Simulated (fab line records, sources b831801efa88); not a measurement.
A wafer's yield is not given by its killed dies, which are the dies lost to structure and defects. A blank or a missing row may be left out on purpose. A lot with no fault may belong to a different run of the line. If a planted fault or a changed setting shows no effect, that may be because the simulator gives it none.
Comparing a struck lot with a sound one | flow sky130 | 18 out of 708 route steps
Sound: wafers L294.1, L294.5, L294.6. Struck: wafers L304.1, L304.3, L304.4. Last of all comes the cause.
Each step with rows lists, per side, the tool, then ch with its chambers, then its first start. Under that, the readings that differ: sound wafers | struck wafers | difference of the means | sigmas: that difference in standard deviations of wafers without a fault.
alike: readings whose means differ by less than 2 such deviations, and words and numbers that are the same on both sides. not compared: withheld readings, readings that some wafer has no value for, bounds like >300 that may hide the same value, and numbers for which the record gives no deviation and whose values overlap.
A row with sigmas, a row that says differs or no value, or rows on one side alone: a step with any of these is where the two part. Non-overlapping numbers with no deviation appear without sigmas and do not part them. Lack of a reading on every wafer of one side parts them only where that side has two or more wafers.

first, 1 step without rows for these wafers: SKY_SONOS_ONO_OXIDATION_00 (stabilise 600 s, purge 300 s, target thk 2.6 nm).
SKY_SONOS_ONO_THK_MEAS_01:
  struck on film metro-01, day 15 16:29; sound on film metro-02, day 11 06:31
  alike: SONOS_ONO_OXIDATION_THK
then, 1 step without rows for these wafers: SKY_SONOS_ONO_CVD_02 (deposits Si3N4 from DCS/NH3, target thk 10.5 nm, time 180 s).
SKY_SONOS_ONO_THK_MEAS_03:
  struck on film metro-03, day 15 17:36; sound on film metro-03, day 11 10:31
  alike: SONOS_ONO_CVD_02_THK
then, 1 step without rows for these wafers: SKY_SONOS_ONO_CVD_04 (deposits SiO2 from SiH4/N2O, target thk 5.7199 nm).
SKY_SONOS_ONO_THK_MEAS_05:
  struck on film metro-02, day 15 18:55; sound on film metro-01, day 11 11:50
  alike: SONOS_ONO_CVD_04_THK
then, 6 steps without rows for these wafers: SKY_SONOS_ONO_DEHYDRATE_06 (time 60 s); SKY_SONOS_ONO_HMDS_07 (prime time 60 s); SKY_SONOS_ONO_COAT_08 (resist thk 1140 nm); SKY_SONOS_ONO_SOFTBAKE_09 (time 60 s); SKY_SONOS_ONO_EXPOSE_10 (exposes mask ONOM, target cd 410 nm); SKY_SONOS_ONO_PEB_11.
SKY_SONOS_ONO_DEVELOP_12: develop time 60 s.
  sound on litho track-04 ch 0, day 12 10:36; struck on litho track-01 ch 0, day 16 22:52
  alike: chill plate temp C
SKY_SONOS_ONO_CD_MEAS_13: the cd target is 410 nm.
  struck on cd sem-02, day 16 23:01; sound on cd sem-01, day 12 10:45
  reading    | sound             | struck            | difference | sigmas
  cd nm (nm) | 412.8 412.3 411.7 | 386.2 389.1 386.2 | -25.1      | -10
SKY_SONOS_ONO_OVL_MEAS_14:
  struck on overlay-01, day 16 23:08; sound on overlay-01, day 12 10:52
  alike: SONOS_ONO_OVL
SKY_SONOS_ONO_ETCH_15: etches the open film in CHF3/O2, target depth 19.52 nm, time 7.8 s.
  sound on rie diel-04 ch 1,2, day 12 10:54; struck on rie diel-02 ch 1,2,3, day 16 23:10
  reading                    | sound             | struck          | difference | sigmas
  model.SONOS_ONO.cd nm (nm) | 412.9 412.1 411.4 | 386.1 389 386.3 | -25.0      |
  alike: drypump motor current A, oes product au, throttle valve pct
  not compared: rf hours counter h
then, 2 steps without rows for these wafers: SKY_SONOS_ONO_WET_ETCH_16 (etches SiO2 in dHF, target depth 14 nm, time 280 s); SKY_PAD_OPEN_PROBE_99.

## WHERE THEY PART
Only at SKY_SONOS_ONO_CD_MEAS_13, as far as this record shows. Later steps at which nothing parts them and some readings are alike: SKY_SONOS_ONO_OVL_MEAS_14, SKY_SONOS_ONO_ETCH_15.

WHY: what had been put in by the simulator
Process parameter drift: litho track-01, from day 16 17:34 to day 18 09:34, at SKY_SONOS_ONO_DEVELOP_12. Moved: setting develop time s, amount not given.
